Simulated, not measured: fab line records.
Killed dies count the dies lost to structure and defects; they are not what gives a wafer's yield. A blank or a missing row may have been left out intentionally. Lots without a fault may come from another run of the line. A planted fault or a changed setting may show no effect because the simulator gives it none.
Comparing a struck lot with a sound one :: flow sky130 :: 15 steps out of a route of 708
Sound: the wafers L614.1, L614.5, L614.6. Struck: wafers L625.1, L625.5, L625.6. The cause is named last.
At each step with rows: each side's tool, then ch and its chambers, then its first start. Under that, the readings that differ: sound wafers :: struck wafers :: difference of the means :: sigmas: that difference in standard deviations of wafers without a fault.
alike: readings with means less than 2 such deviations apart, plus words and numbers identical on both sides. not compared: withheld readings, readings lacking a value on some wafer, bounds such as >300 that could conceal the same value, and numbers that have no deviation in the record and whose values overlap.
The two part at a step that has a row with sigmas, a row that says differs or no value, or rows on one side only. When numbers do not overlap yet have no deviation, they are printed without sigmas and do not part them. A reading that every wafer of one side lacks parts them only if that side has two wafers or more.

first, 1 step without rows for these wafers: SKY_VIA1_ETCH_14 (etches BARC in N2/H2, stops on SiO2, time 45.9 s, target depth 60 nm).
SKY_VIA1_ETCH_15: etches SiO2 in C4F8/O2/Ar, stops on TiN, target depth 351 nm, time 55.82 s.
  sound on rie diel-01 ch 0,1, day 34 06:44; struck on rie diel-01 ch 1,2, day 37 10:44
  alike: oes product au
  not compared: rf hours counter h
then, 4 steps without rows for these wafers: SKY_VIA1_STRIP_16 (strips in O2/N2); SKY_VIA1_STRIP_17 (strips in post etch residue remover, time 1200 s); SKY_VIA1_CLEAN_18 (cleans in IPA, time 180 s); SKY_VIA1_CLEAN_19 (cleans in O3/DIW).
SKY_VIA1_SPUTTER_20: material TiN, target thk 20 nm, time 80 s.
  sound: pvd sputter-02 at day 34 07:22; struck: pvd sputter-04 at day 37 11:22
  alike: cathode dc power W, chamber pressure pa, throttle valve pct
SKY_VIA1_CVD_21: deposits W, target thk 270 nm, time 80.902 s.
  sound on cvd w-01 ch 0,1, day 34 07:26; struck on cvd w-01 ch 0,1, day 37 11:26
  alike: heater power w
SKY_VIA1_RS_MEAS_22: a four-point-probe measurement.
  sound: film metro-02 at day 34 07:31; struck: film metro-02 at day 37 11:31
  alike: VIA1_W_RS
SKY_VIA1_THK_MEAS_23: measures by xrf.
  sound: film metro-02 at day 34 07:38; struck: film metro-02 at day 37 11:38
  alike: VIA1_W_THK
SKY_VIA1_CMP_24: polishes, stops on SiO2, t overpolish 15 s, target thk 0 nm.
  sound on cmp-02 ch 0,2,3, day 34 08:05; struck on cmp-01 ch 0,1,3, day 37 11:48
  alike: motor current A, overpolish run s, platen rpm, time to endpoint s
SKY_METAL2_SPUTTER_00: material Ti, target thk 15 nm, time 10 s.
  sound: pvd sputter-03 at day 34 08:14; struck: pvd sputter-02 at day 37 12:00
  alike: cathode dc power W, chamber pressure pa, throttle valve pct
SKY_METAL2_SPUTTER_01: material TiN, target thk 20 nm, time 16.7 s.
  sound: pvd sputter-03 at day 34 08:15; struck: pvd sputter-02 at day 37 12:01
  no value came back on the struck wafers for cathode dc power W (W), chamber pressure pa (Pa), throttle valve pct (%); on the sound wafers cathode dc power W (W) reads 6500.7 6499.8 6500.9
then, 1 step without rows for these wafers: SKY_METAL2_SPUTTER_02 (material AlCu, target thk 250 nm, time 13.3 s).
-- the record jumps here: 11 days lie between the struck wafers' starts before and after (it left off in module METAL2 and takes up again in module PAD_OPEN, whose first step shown is number 708 of the route) --
SKY_PAD_OPEN_PROBE_99:
  sound: prober-01 at day 46 03:39; struck: prober-01 at day 48 10:02
reading: killed at contacts
sound: 21 12 22
struck: 29 34 25
difference: +11
sigmas: +2

reading: model.etest.met2.line ohm um
sound: 0.8852 0.915 0.8861
struck: 1.076 1.023 1.047
difference: +0.153
sigmas: 

reading: model.etest.met2.rs ohm sq
sound: 0.1264 0.1266 0.1286
struck: 0.1497 0.1441 0.1453
difference: +0.0192
sigmas: 
  alike: defect limited yield, killed_at_M0_to_M3, killed_at_M4_up, killed at front end, killed at other, killed dies, killed open, killed short, sort_bin_3_pad_short, sort_bin_5_function, sort_bin_6_memory, sort n pass, sort yield pct

WHERE THEY PART
Earliest at SKY_METAL2_SPUTTER_01; latest, in this record, at SKY_PAD_OPEN_PROBE_99.

WHY: what had been put in by the simulator
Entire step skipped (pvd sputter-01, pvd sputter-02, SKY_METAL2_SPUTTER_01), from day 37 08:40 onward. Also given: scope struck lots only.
